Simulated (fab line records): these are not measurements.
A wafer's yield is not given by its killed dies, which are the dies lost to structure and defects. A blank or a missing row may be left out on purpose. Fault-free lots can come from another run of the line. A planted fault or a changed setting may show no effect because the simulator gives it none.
Shared-tool check	flow gf180mcu	33 wafers sampled across 11 lots

== REASON IT WAS OPENED ==
At GF_PSD_RS_MEAS_14 the reading NSD_RS is flagged on 3 of 11 lots. Fault-free wafers read 46.10 ohm/sq, with a standard deviation of 0.082.
Rule: a lot is flagged when every wafer of it that has a number lies more than 4 standard deviations from that mean, or none has a number. The other lots count as sound.

lot	measured	on	NSD_RS (ohm/sq), wafer by wafer	flag
L325	day 15 17:05	filmMetro-02	46.19 46.27 46.34	
L330	day 17 01:28	filmMetro-01	46.09 46.07 46.01	
L332	day 17 20:01	filmMetro-01	46.14 46.13 46.22	
L334	day 18 11:53	filmMetro-01	46.13 46.11 46.16	
L337	day 19 17:11	filmMetro-02	44.84 44.82 44.81	FLAGGED
L336	day 19 18:43	filmMetro-04	44.72 44.72 44.60	FLAGGED
L338	day 20 00:49	filmMetro-01	46.10 46.14 46.03	
L339	day 20 05:55	filmMetro-04	46.05 46.10 46.12	
L340	day 20 12:50	filmMetro-01	44.68 44.61 44.61	FLAGGED
L341	day 21 02:00	filmMetro-01	46.23 46.15 46.14	
L345	day 22 02:19	filmMetro-01	46.03 46.02 46.07	
The numbers of the flagged lots are 44.71 ohm/sq on average: -1.39 ohm/sq against the usual, or -17 standard deviations.

== LOT BY LOT: THE TOOL USED ==
2 process steps preceding the reading are held in the record, out of 602 steps in the route. Cell contents, in order: the tool; ch with the chambers the sampled wafers went through; the start.
lot	flag	GF_NSD_IMPLANT_09	GF_NSD_STRIP_11
L325		implanter-01 ch 0, day 14 18:34	plasmaAsher-03 ch 0,1, day 14 18:50
L330		implanter-02 ch 0, day 16 02:38	plasmaAsher-04 ch 0,1, day 16 02:56
L332		implanter-01 ch 0, day 16 20:23	plasmaAsher-04 ch 0,1, day 16 20:41
L334		implanter-01 ch 0, day 17 10:51	plasmaAsher-03 ch 0, day 17 11:07
L337	FLAGGED	implanter-01 ch 0, day 18 15:49	plasmaAsher-02 ch 0,1, day 18 16:05
L336	FLAGGED	implanter-01 ch 0, day 18 17:32	plasmaAsher-04 ch 0,1, day 18 17:50
L338		implanter-04 ch 0, day 18 23:11	plasmaAsher-03 ch 0,1, day 18 23:29
L339		implanter-02 ch 0, day 19 04:41	plasmaAsher-03 ch 0,1, day 19 04:59
L340	FLAGGED	implanter-01 ch 0, day 19 11:32	plasmaAsher-02 ch 1, day 19 11:50
L341		implanter-02 ch 0, day 20 00:43	plasmaAsher-04 ch 0,1, day 20 00:59
L345		implanter-02 ch 0, day 21 01:55	plasmaAsher-02 ch 0,1, day 21 02:13
These steps, and what they do:
- GF_NSD_IMPLANT_09
- GF_NSD_STRIP_11: strips in O2/N2.
- GF_PSD_RS_MEAS_14: measures by four-point-probe.

== FLAGGED OVER TOTAL, TOOL BY TOOL (the gauges that took the reading come last) ==
step	tool	lots run	flagged	share of the flagged lots	sound lots run after its first flagged lot
GF_NSD_IMPLANT_09	implanter-01	6	3	all	0
GF_NSD_IMPLANT_09	implanter-02	4	0	none	-
GF_NSD_IMPLANT_09	implanter-04	1	0	none	-
GF_NSD_STRIP_11	plasmaAsher-02	3	2	some	1 (L345)
GF_NSD_STRIP_11	plasmaAsher-03	4	0	none	-
GF_NSD_STRIP_11	plasmaAsher-04	4	1	some	1 (L341)
GF_PSD_RS_MEAS_14	filmMetro-01	7	1	some	2 (L341,L345)
GF_PSD_RS_MEAS_14	filmMetro-02	2	1	some	0
GF_PSD_RS_MEAS_14	filmMetro-04	2	1	some	1 (L339)

== THE TABLE: WHAT IT ALLOWS ==
Rows of the table that ran each flagged lot: 1, that is implanter-01 at GF_NSD_IMPLANT_09.
- implanter-01 at GF_NSD_IMPLANT_09: 3 of its 6 lots flagged. It ran its last sound lot, L334, at day 17 10:51 and its first flagged lot, L337, at day 18 15:49: a fault with its onset between the two fits. Its own readings lie more than 4 standard deviations out on every wafer of the flagged lots: beamOnS.
What remains is a single tool, implanter-01 at GF_NSD_IMPLANT_09.

== WHAT THE SIMULATOR HAD INSERTED ==
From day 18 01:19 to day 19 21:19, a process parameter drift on implanter-01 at GF_NSD_IMPLANT_09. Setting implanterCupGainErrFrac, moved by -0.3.
Struck lots among those shown: L337, L336, L340. The rule given above showed the same thing.
